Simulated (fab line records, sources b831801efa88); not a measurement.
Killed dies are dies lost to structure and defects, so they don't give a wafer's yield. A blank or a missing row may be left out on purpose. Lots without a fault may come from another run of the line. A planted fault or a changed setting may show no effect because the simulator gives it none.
A struck lot beside a sound one | flow gf180mcu | 15 steps out of a route of 602
Sound: wafers L497.2, L497.4, L497.6. Struck: wafers L505.2, L505.4, L505.5. The cause comes at the end.
At each step with rows: each side's tool, then ch and its chambers, then its first start. Under that, the readings that differ: sound wafers | struck wafers | difference of the means | sigmas: that difference in standard deviations of wafers without a fault.
alike: readings whose means differ by less than 2 such deviations, and words and numbers that are the same on both sides. not compared: withheld readings, readings that some wafer has no value for, bounds like >300 that may hide the same value, and numbers for which the record gives no deviation and whose values overlap.
The two part at a step that has a row with sigmas, a row that says differs or no value, or rows on one side only. Numbers that don't overlap but have no deviation are shown without sigmas and don't part them. A reading that every wafer of one side lacks parts them only if that side has two wafers or more.

GF_M4_SPUTTER_04: material TiN, target thk 50 nm, time 41.7 s.
  sound on pvd_sputter-01, day 26 03:58; struck on pvd_sputter-02, day 28 15:11
  alike: throttle_valve_pct
GF_M4_RS_MEAS_05: measures by four-point-probe.
  sound on film_metro-04, day 26 04:02; struck on film_metro-03, day 28 15:15
  alike: M4_ALCU_RS
GF_M4_THK_MEAS_06: measures by xrf.
  sound on film_metro-04, day 26 04:08; struck on film_metro-03, day 28 15:22
  alike: M4_ALCU_THK
then, 7 steps without rows for these wafers: GF_M4_DEHYDRATE_07 (time 60 s); GF_M4_HMDS_08 (prime time 60 s); GF_M4_COAT_09 (resist thk 1000 nm); GF_M4_SOFTBAKE_10 (time 60 s); GF_M4_EXPOSE_11 (exposes mask Metal4, target cd 280 nm); GF_M4_PEB_12 (peb time 90 s); GF_M4_DEVELOP_13 (develop time 60 s).
GF_M4_CD_MEAS_14: target cd 280 nm.
  sound on cd_sem-02, day 27 01:09; struck on cd_sem-01, day 29 11:11
  alike: cd_nm
GF_M4_OVL_MEAS_15:
  sound on overlay-01, day 27 01:16; struck on overlay-01, day 29 11:17
  alike: M4_OVL
GF_M4_METAL_ETCH_16: etches the open film in Cl2/BCl3, stops on SiO2, target depth 750.8 nm, time 125.1 s.
  sound on rie_metal-04 ch 0,1, day 27 01:17; struck on rie_metal-04 ch 0,1, day 29 11:19
  reading    | sound             | struck            | difference | sigmas
  bias_w (W) | 140.3 139.6 139.9 | 151.1 151.2 150.7 | +11.1      | +28
  alike: drypump_motor_current_A, oes_product_au, throttle_valve_pct
  not compared: rf_hours_counter_h
GF_M4_STRIP_17: strips in O2/N2.
  sound on plasma_asher-03 ch 0,1, day 27 01:25; struck on plasma_asher-02 ch 1, day 29 11:27
  alike: drypump_motor_current_A, heater_power_w, oes_product_au, strip_time_to_endpoint_s
  not compared: rf_hours_counter_h
-- the record jumps here: 5 days lie between the struck wafers' starts before and after (it left off in module M4 and takes up again in module PASSIVATION, whose first step shown is number 602 of the route) --
GF_PASSIVATION_PROBE_99:
  the record has rows for the struck wafers here (prober-01, day 34 05:46) and none for the sound ones

WHERE THEY PART
First at GF_M4_METAL_ETCH_16; last, within this record, at GF_PASSIVATION_PROBE_99.

WHY: what the simulator had put in
Process parameter drift: rie_metal-04, from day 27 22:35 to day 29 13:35, at GF_M4_METAL_ETCH_16. Setting bias_w, moved by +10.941, from 140. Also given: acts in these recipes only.
